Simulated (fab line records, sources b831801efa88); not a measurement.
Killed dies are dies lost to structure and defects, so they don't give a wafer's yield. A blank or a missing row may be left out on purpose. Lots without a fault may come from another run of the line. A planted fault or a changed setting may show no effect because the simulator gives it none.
Problem report in the 8D (eight disciplines) form, filled by code | flow sky130 | the parts of the form that need people (team, actions taken, sign-off) are left out

1. THE PROBLEM
bias_w at SKY_VIA3_ETCH_14 reads a mean of 103.79 W on 3 wafers of 2 lots; wafers without a fault read 100.01 W with a standard deviation of 0.28. That is +13 standard deviations from the usual mean.
The step: etches BARC in N2/H2, stops on SiO2, time 45.9 s, target depth 60 nm.
First seen on wafer L365.5, day 43 10:46, on rie_diel-02. The record holds 36 wafers of 12 lots with a number at this step. Rule for "out", or "out of limits": more than 4 standard deviations from the usual mean. The other wafers with a number count as sound.

2. WHAT IT IS AND WHAT IT IS NOT
question                    | is                     | is not
which readings at this step | bias_w                 | drypump_motor_current_A, oes_product_au, rf_fwd_power_W, throttle_valve_pct
which lots                  | L365, L368             | L352, L353, L354, L358, L360, L361, L362, L363, L373, L374
which wafers of those lots  | L365.5, L368.1, L368.5 | L365.3, L365.6, L368.6
read on which tools         | rie_diel-02            | rie_diel-03, rie_diel-04
when                        | from day 43 10:46      | up to then (26 sound wafers); but 7 sound wafers of L368, L373, L374 came after

3. SUSPECTS, AND WHAT RULES EACH OUT
Counting: a tool at a process step up to the reading stays a suspect if it ran every lot that is out. Sound lots after the first of them don't rule it out here, since some wafers of a struck lot are sound.
- cvd_w-01 at SKY_VIA1_CVD_21 (deposits W, target thk 270 nm, time 80.902 s): kept. It ran every lot that is out, first L365 (day 38 05:38); its last sound lot up to then is L358 (day 36 12:23).
- rie_diel-02 at SKY_VIA3_ETCH_14 (etches BARC in N2/H2, stops on SiO2, time 45.9 s, target depth 60 nm): kept. It ran every lot that is out, first L365 (day 43 10:46); its last sound lot up to then is L363 (day 43 02:03). Its own readings are out on those wafers: bias_w.
- Within rie_diel-02 at SKY_VIA3_ETCH_14: the wafers that are out ran in chamber 1; their sound lot-mates ran in chamber 2.
Left after counting: cvd_w-01 at SKY_VIA1_CVD_21, rie_diel-02 at SKY_VIA3_ETCH_14.

4. THE CAUSE (what the simulator had put in)
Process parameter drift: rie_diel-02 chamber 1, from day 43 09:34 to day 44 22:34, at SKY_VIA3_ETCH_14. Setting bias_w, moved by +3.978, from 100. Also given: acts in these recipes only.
Counting left 2 suspects, and this tool is among them.

5. THE CHAIN OF EFFECTS, in route order
Each row: a reading whose mean over the struck wafers that have a number lies more than 3 standard deviations from the usual. Only readings for which the record gives a usual standard deviation are gone through. hours: the time from each lot's start at the first step in this table that gives one to its start at this step, as a median over the lots. sigmas: the change in usual standard deviations.
hours | step             | reading | usual    | on struck wafers | change | sigmas
0     | SKY_VIA3_ETCH_14 | bias_w  | 100.01 W | 103.79           | +3.78  | +13
The process steps in it:
- SKY_VIA3_ETCH_14: etches BARC in N2/H2, stops on SiO2, time 45.9 s, target depth 60 nm.
Later measuring or inspecting steps at which every struck wafer that the step has a row for has a number for every such reading, and none has moved that far: SKY_CAP2M_THK_MEAS_04, SKY_CAP2M_OVL_MEAS_12.

6. WHAT WOULD HAVE CAUGHT IT SOONER
In this record the first reading out of limits was taken at day 43 10:46, 1 hour after the fault began at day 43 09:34.
